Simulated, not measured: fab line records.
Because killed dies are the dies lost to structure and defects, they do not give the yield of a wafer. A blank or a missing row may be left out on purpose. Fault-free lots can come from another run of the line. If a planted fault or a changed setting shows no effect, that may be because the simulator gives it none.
fab line records    flow sky130    part 2 of 2: steps 24 to 34 of 34
record: lots: 5  wafers: 15  last-day: 50
route steps=708 shown FIELD_ISO@1 NWELL@32
lots untouched by any fault: they come from a run of this same line in which no faults occurred
start-h: hours from the record's first day to the start of the lot's first wafer shown    wait-h: hours since the lot's step before    " as in the row above    L1.1+2: one row covering several wafers at once    - no value present, or no start provided    * or withheld: withheld    < > ~ a bound
route shown NAME@n: names a module that has steps shown in the file, with the first one's number in the route    usual: mean/standard deviation taken from wafers without a fault    same: alike in all rows    chamber/n: place in a boat    sites: per-site readings    _std_site: their standard deviation    _edge_site: mean of outer sites minus mean of inner sites    radius-mm: for every site, how far away it sits from the centre of the wafer    mask NAME#n: copy n    behind: the last tool/chamber to shape the wafer    hold: what put the lot on hold/how long, in hours/how the hold closed    device: transistor that didn't switch, given as n, p or np    end of line: tests run on the same wafers once the route is complete    a step with no rows: only its recipe    killed: not the wafer's yield, but the dies lost to structure and defects at the first sort    map: a wafer's dies, x killed, . not, _ none there
set.NAME: setting as actually run; set.NAME@STEP: the setting as run at that earlier step    model.NAME: the simulator's own value behind a step, which no gauge read
lots seen at some steps along the route; tables by step, rows by wafer
services: the hour from which a tool's chamber was out of use, counted from the record's first day as start-h (under 0 if before that day), plus the number of hours and why
== steps ==
step: SKY_FIELD_ISO_THK_MEAS_23
recipe: reads: SiO2_of_FIELD_ISO_OXIDATION_22
usual: FIELD_ISO_OXIDATION_01_THK: 9.94/0.13
lot.wafer  tool           chamber  start-h  wait-h  FIELD_ISO_OXIDATION_01_THK[nm]
L079.3     film-metro-01  -        57.64    0.0     10.12
L079.4     "              -        "        "       10.14
L079.6     "              -        "        "       9.94
L081.3     film-metro-01  -        67.41    0.0     10.13
L081.5     "              -        "        "       9.96
L081.6     "              -        "        "       10.03
L087.1     film-metro-02  -        97.67    0.0     9.94
L087.3     "              -        "        "       10.08
L087.4     "              -        "        "       9.95
L094.1     film-metro-01  -        135.19   0.0     9.88
L094.3     "              -        "        "       9.68
L094.6     "              -        "        "       9.87
L096.2     film-metro-02  -        144.16   0.0     9.92
L096.4     "              -        "        "       10.04
L096.6     "              -        "        "       10.06
step: SKY_FIELD_ISO_CVD_24
recipe: material: SiO2  target-thk-nm: 595  temp-c: 650  sigma-open-frac: 0.3  time-s: 99.2  sih4-flow-sccm: 60  pressure-mtorr: 6
lot.wafer   tool       chamber  start-h  wait-h
L079.3+4+6  hdpcvd-01  0,2,0    57.68    0.0
L081.3+5+6  hdpcvd-02  0,2,0    67.45    0.0
L087.1+3+4  hdpcvd-02  2,0,0    97.73    0.1
L094.1+3+6  hdpcvd-02  1,0,1    135.25   0.1
L096.2+4+6  hdpcvd-02  1,2,1    144.21   0.0
step: SKY_FIELD_ISO_THK_MEAS_25
recipe: reads: SiO2_of_FIELD_ISO_CVD_24
usual: FIELD_ISO_CVD_24_THK: 593/7.1
lot.wafer  tool           chamber  start-h  wait-h  FIELD_ISO_CVD_24_THK[nm]
L079.3     film-metro-01  -        57.77    0.1     590
L079.4     "              -        "        "       585
L079.6     "              -        "        "       586
L081.3     film-metro-02  -        67.54    0.1     599
L081.5     "              -        "        "       590
L081.6     "              -        "        "       595
L087.1     film-metro-03  -        97.80    0.0     589
L087.3     "              -        "        "       588
L087.4     "              -        "        "       592
L094.1     film-metro-02  -        135.32   0.0     577
L094.3     "              -        "        "       595
L094.6     "              -        "        "       583
L096.2     film-metro-03  -        144.29   0.0     581
L096.4     "              -        "        "       594
L096.6     "              -        "        "       583
step: SKY_FIELD_ISO_ANNEAL_26
recipe: temp-c: 1000  time-s: 1800  ambient: N2
lot.wafer   tool        chamber  start-h  wait-h
L079.3+4+6  furnace-01  0        62.87    5.1
L081.3+5+6  furnace-02  0        68.89    1.3
L087.1+3+4  furnace-01  0        98.11    0.3
L094.1+3+6  furnace-02  0        135.38   0.1
L096.2+4+6  furnace-02  0        145.50   1.2
step: SKY_FIELD_ISO_CMP_27
recipe: stop-on: Si3N4  t-overpolish-s: 16  down-force-psi: 4  platen-rpm: 60  target-thk-nm: 457.8  pad-velocity-m-s: 0.94248
usual: motor-current-A: 11.5/0.78  overpolish-run-s: 16.001/0.0089  slurry-filter-dp-kPa: 13.47/0.14  time-to-endpoint-s: 110/4.1
lot.wafer  tool    chamber  start-h  wait-h  motor-current-A  overpolish-run-s  slurry-filter-dp-kPa  time-to-endpoint-s
L079.4     cmp-02  2        64.75    0.4     10.2             15.995            13.48                 103
L079.3     "       1        "        "       11.0             16.007            13.53                 107
L079.6     "       3        "        "       11.4             15.999            13.29                 104
L081.3     cmp-02  1        70.49    0.1     11.5             15.990            13.53                 113
L081.5     "       3        "        "       11.8             16.011            13.44                 111
L081.6     "       0        "        "       12.0             16.016            13.57                 113
L087.1     cmp-01  1        99.61    0.0     12.4             15.991            13.54                 111
L087.4     "       3        "        "       12.6             15.999            13.54                 116
L087.3     "       0        "        "       11.5             16.009            13.63                 110
L094.3     cmp-02  0        136.98   0.1     11.8             16.002            13.49                 108
L094.1     "       1        "        "       11.2             16.012            13.62                 108
L094.6     "       2        "        "       10.3             15.998            13.58                 113
L096.2     cmp-02  1        147.00   0.0     10.8             16.001            13.66                 108
L096.4     "       0        "        "       12.9             16.005            13.44                 109
L096.6     "       1        "        "       11.4             16.001            13.63                 106
step: SKY_FIELD_ISO_WET_ETCH_28
recipe: chemistry: dHF  target-depth-nm: 23.7  target: SiO2  dilution: 10:1  temp-c: 25  time-s: 47
usual: temp-c: 24.99/0.094
lot.wafer  tool          chamber  start-h  wait-h  temp-c
L079.3     wet-bench-01  0        65.05    0.1     24.99
L079.4     "             0        "        "       25.09
L079.6     "             0        "        "       25.00
L081.3     wet-bench-03  3        70.69    0.1     25.04
L081.5     "             3        "        "       24.82
L081.6     "             3        "        "       24.94
L087.1     wet-bench-01  1        99.91    0.2     24.88
L087.3     "             1        "        "       25.00
L087.4     "             1        "        "       25.01
L094.1     wet-bench-01  1        137.18   0.1     24.88
L094.3     "             1        "        "       24.94
L094.6     "             1        "        "       24.95
L096.2     wet-bench-01  2        147.30   0.2     25.02
L096.4     "             2        "        "       25.11
L096.6     "             2        "        "       24.97
step: SKY_FIELD_ISO_WET_ETCH_29
recipe: chemistry: H3PO4  target-depth-nm: 160  target: Si3N4  temp-c: 160  time-s: 1825
usual: temp-c: 160.05/0.16
lot.wafer  tool          chamber  start-h  wait-h  temp-c
L079.3     wet-bench-01  1        65.07    0.0     160.26
L079.4     "             1        "        "       160.13
L079.6     "             1        "        "       160.13
L081.3     wet-bench-04  2        70.71    0.0     160.05
L081.5     "             2        "        "       159.95
L081.6     "             2        "        "       160.10
L087.1     wet-bench-04  2        99.93    0.0     159.80
L087.3     "             2        "        "       160.03
L087.4     "             2        "        "       160.05
L094.1     wet-bench-03  2        137.20   0.0     160.11
L094.3     "             2        "        "       160.17
L094.6     "             2        "        "       160.18
L096.2     wet-bench-03  2        147.32   0.0     160.08
L096.4     "             2        "        "       159.99
L096.6     "             2        "        "       160.24
step: SKY_FIELD_ISO_WET_ETCH_30
recipe: chemistry: dHF  target-depth-nm: 25  target: SiO2  dilution: 10:1  temp-c: 25  time-s: 50
usual: temp-c: 24.98/0.097
lot.wafer  tool          chamber  start-h  wait-h  temp-c
L079.3     wet-bench-04  0        65.59    0.0     24.96
L079.4     "             0        "        "       25.03
L079.6     "             0        "        "       24.95
L081.3     wet-bench-03  2        71.23    0.0     24.91
L081.5     "             2        "        "       24.99
L081.6     "             2        "        "       25.10
L087.1     wet-bench-03  3        100.45   0.0     24.93
L087.3     "             3        "        "       25.04
L087.4     "             3        "        "       25.08
L094.1     wet-bench-01  2        137.76   0.0     25.01
L094.3     "             2        "        "       25.21
L094.6     "             2        "        "       25.04
L096.2     wet-bench-01  0        147.84   0.0     24.97
L096.4     "             0        "        "       24.94
L096.6     "             0        "        "       24.77
step: SKY_NWELL_CLEAN_00
recipe: chemistry: SC1/SC2  mix: 1:4:20  temp-c: 70  time-s: 150  dry: n2-spin
usual: temp-c: 70.01/0.12
lot.wafer  tool          chamber  start-h  wait-h  temp-c
L079.3     wet-bench-03  3        65.61    0.0     69.80
L079.4     "             3        "        "       69.88
L079.6     "             3        "        "       69.89
L081.3     wet-bench-01  0        71.25    0.0     69.94
L081.5     "             0        "        "       69.94
L081.6     "             0        "        "       70.01
L087.1     wet-bench-01  1        100.47   0.0     69.87
L087.3     "             1        "        "       69.97
L087.4     "             1        "        "       69.94
L094.1     wet-bench-03  3        137.79   0.0     69.91
L094.3     "             3        "        "       70.13
L094.6     "             3        "        "       70.08
L096.2     wet-bench-04  3        147.86   0.0     70.08
L096.4     "             3        "        "       70.10
L096.6     "             3        "        "       69.83
step: SKY_NWELL_OXIDATION_01
recipe: temp-c: 900  ambient: O2  stabilise-s: 600  purge-s: 300  target-thk-a: 100  ox-time-s: 1418
usual: ox-temp-c-max: 904.2/1.3
lot.wafer  tool        chamber  start-h  wait-h  ox-temp-c-max
L079.3     furnace-01  0        67.05    1.4     904.6
L079.4     "           0        "        "       905.7
L079.6     "           0        "        "       904.8
L081.3     furnace-01  0        72.44    1.1     905.9
L081.5     "           0        "        "       904.7
L081.6     "           0        "        "       903.4
L087.1     furnace-02  0        101.63   1.1     903.6
L087.3     "           0        "        "       903.4
L087.4     "           0        "        "       902.9
L094.1     furnace-01  0        138.03   0.2     906.0
L094.3     "           0        "        "       907.0
L094.6     "           0        "        "       904.5
L096.2     furnace-01  0        147.91   0.0     905.1
L096.4     "           0        "        "       904.0
L096.6     "           0        "        "       904.7
step: SKY_NWELL_THK_MEAS_02
recipe: reads: SiO2_of_NWELL_OXIDATION_01
usual: NWELL_OXIDATION_THK: 10.01/0.19
lot.wafer  tool           chamber  start-h  wait-h  NWELL_OXIDATION_THK[nm]
L079.3     film-metro-02  -        68.47    0.0     9.84
L079.4     "              -        "        "       9.90
L079.6     "              -        "        "       9.92
L081.3     film-metro-02  -        73.85    0.0     10.36
L081.5     "              -        "        "       10.26
L081.6     "              -        "        "       10.17
L087.1     film-metro-04  -        103.03   0.0     9.92
L087.3     "              -        "        "       9.98
L087.4     "              -        "        "       10.06
L094.1     film-metro-02  -        139.42   0.0     9.89
L094.3     "              -        "        "       9.84
L094.6     "              -        "        "       9.78
L096.2     film-metro-04  -        149.32   0.0     10.06
L096.4     "              -        "        "       10.06
L096.6     "              -        "        "       9.89
== services ==
tool             chamber  start-h  hours  kind
krf-scanner-02   -        19.12    1.0    pm
furnace-02       -        22.45    3.4    pm
krf-scanner-02   -        23.69    0.8    pm
cmp-01           -        42.29    4.1    repair
cmp-02           -        43.04    3.6    repair
plasma-asher-03  -        44.88    9.9    repair
cmp-01           -        48.19    2.8    repair
wet-bench-04     -        49.42    2.1    repair
plasma-asher-02  -        52.89    3.3    repair
krf-scanner-02   -        63.77    0.2    repair
cmp-01           -        64.06    4.0    pm
hdpcvd-01        -        66.75    15.0   pm
rie-diel-01      0        69.83    2.0    repair
krf-scanner-02   -        74.44    2.1    repair
furnace-01       -        82.57    4.3    pm
rie-diel-01      3        98.08    3.7    repair
wet-bench-01     -        102.90   13.1   repair
cmp-02           -        105.71   0.6    repair
hdpcvd-02        -        109.46   2.8    pm
plasma-asher-04  -        122.35   0.3    repair
krf-scanner-01   -        124.04   1.0    pm
plasma-asher-04  -        137.19   0.7    repair
cmp-02           -        141.76   2.9    pm
rie-diel-03      1        141.96   1.3    repair
